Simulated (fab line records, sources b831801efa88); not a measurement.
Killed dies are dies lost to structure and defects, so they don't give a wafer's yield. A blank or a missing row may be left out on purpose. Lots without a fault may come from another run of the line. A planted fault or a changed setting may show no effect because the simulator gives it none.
A struck lot beside a sound one | flow sky130 | 15 steps out of a route of 708
Sound: wafers L447.1, L447.4, L447.6. Struck: wafers L444.1, L444.4, L444.6. The cause comes at the end.
At each step with rows: each side's tool, then ch and its chambers, then its first start. Under that, the readings that differ: sound wafers | struck wafers | difference of the means | sigmas: that difference in standard deviations of wafers without a fault.
alike: readings whose means differ by less than 2 such deviations, and words and numbers that are the same on both sides. not compared: withheld readings, readings that some wafer has no value for, bounds like >300 that may hide the same value, and numbers for which the record gives no deviation and whose values overlap.
The two part at a step that has a row with sigmas, a row that says differs or no value, or rows on one side only. Numbers that don't overlap but have no deviation are shown without sigmas and don't part them. A reading that every wafer of one side lacks parts them only if that side has two wafers or more.

SKY_VT_ADJUST_PCH_TW_MEAS_10:
  sound on film_metro-02, day 16 16:10; struck on film_metro-03, day 15 22:07
  alike: VT_ADJUST_PCH_TW
then, 7 steps without rows for these wafers: SKY_SONOS_TUNNEL_DEHYDRATE_00 (time 60 s); SKY_SONOS_TUNNEL_HMDS_01 (prime time 60 s); SKY_SONOS_TUNNEL_COAT_02 (resist thk 1140 nm); SKY_SONOS_TUNNEL_SOFTBAKE_03 (time 60 s); SKY_SONOS_TUNNEL_EXPOSE_04 (exposes mask TUNM, target cd 410 nm); SKY_SONOS_TUNNEL_PEB_05; SKY_SONOS_TUNNEL_DEVELOP_06 (develop time 60 s).
SKY_SONOS_TUNNEL_CD_MEAS_07: target cd 410 nm.
  sound on cd_sem-01, day 17 20:32; struck on cd_sem-01, day 17 03:02
  alike: cd_nm
SKY_SONOS_TUNNEL_OVL_MEAS_08:
  sound on overlay-02, day 17 20:40; struck on overlay-01, day 17 03:10
  alike: SONOS_TUNNEL_OVL
then, 2 steps without rows for these wafers: SKY_SONOS_TUNNEL_IMPLANT_09; SKY_SONOS_TUNNEL_WET_ETCH_10 (etches SiO2 in dHF, target depth 14 nm, time 280 s).
SKY_SONOS_TUNNEL_STRIP_11: strips in SPM, time 600 s.
  sound on wet_bench-04 ch 1, day 17 20:56; struck on wet_bench-04 ch 1, day 17 03:26
  no value came back on the struck wafers for bath_guard_temp_C (C), bath_heat_duty_pct (%); on the sound wafers bath_guard_temp_C (C) reads 130.1 129.9 130.0
  reading                                           | sound | struck         | difference | sigmas
  model.NOVOLAK_of_SONOS_TUNNEL_COAT_02.thk_nm (nm) | 0 0 0 | 1134 1136 1135 | +1135      |
SKY_SONOS_TUNNEL_TW_MEAS_12:
  sound on film_metro-02, day 17 21:07; struck on film_metro-03, day 17 03:37
  alike: SONOS_TUNNEL_TW
-- the record jumps here: 33 days lie between the struck wafers' starts before and after (it left off in module SONOS_TUNNEL and takes up again in module PAD_OPEN, whose first step shown is number 708 of the route) --
SKY_PAD_OPEN_PROBE_99:
  sound on prober-01, day 50 07:55; struck on prober-01, day 49 18:38
  reading             | sound    | struck      | difference | sigmas
  killed_at_M0_to_M3  | 34 32 27 | 49 54 48    | +19        | +3
  killed_at_front_end | 11 15 9  | 416 414 412 | +402       | +82
  killed_dies         | 70 84 74 | 492 492 492 | +416       | +46
  killed_on_rim       | 14 21 15 | 96 96 96    | +79        | +22
  alike: killed_at_M4_up, killed_at_contacts, killed_at_other, killed_open, killed_short
  not compared: hold

WHERE THEY PART
First at SKY_SONOS_TUNNEL_STRIP_11; last, within this record, at SKY_PAD_OPEN_PROBE_99.

WHY: what the simulator had put in
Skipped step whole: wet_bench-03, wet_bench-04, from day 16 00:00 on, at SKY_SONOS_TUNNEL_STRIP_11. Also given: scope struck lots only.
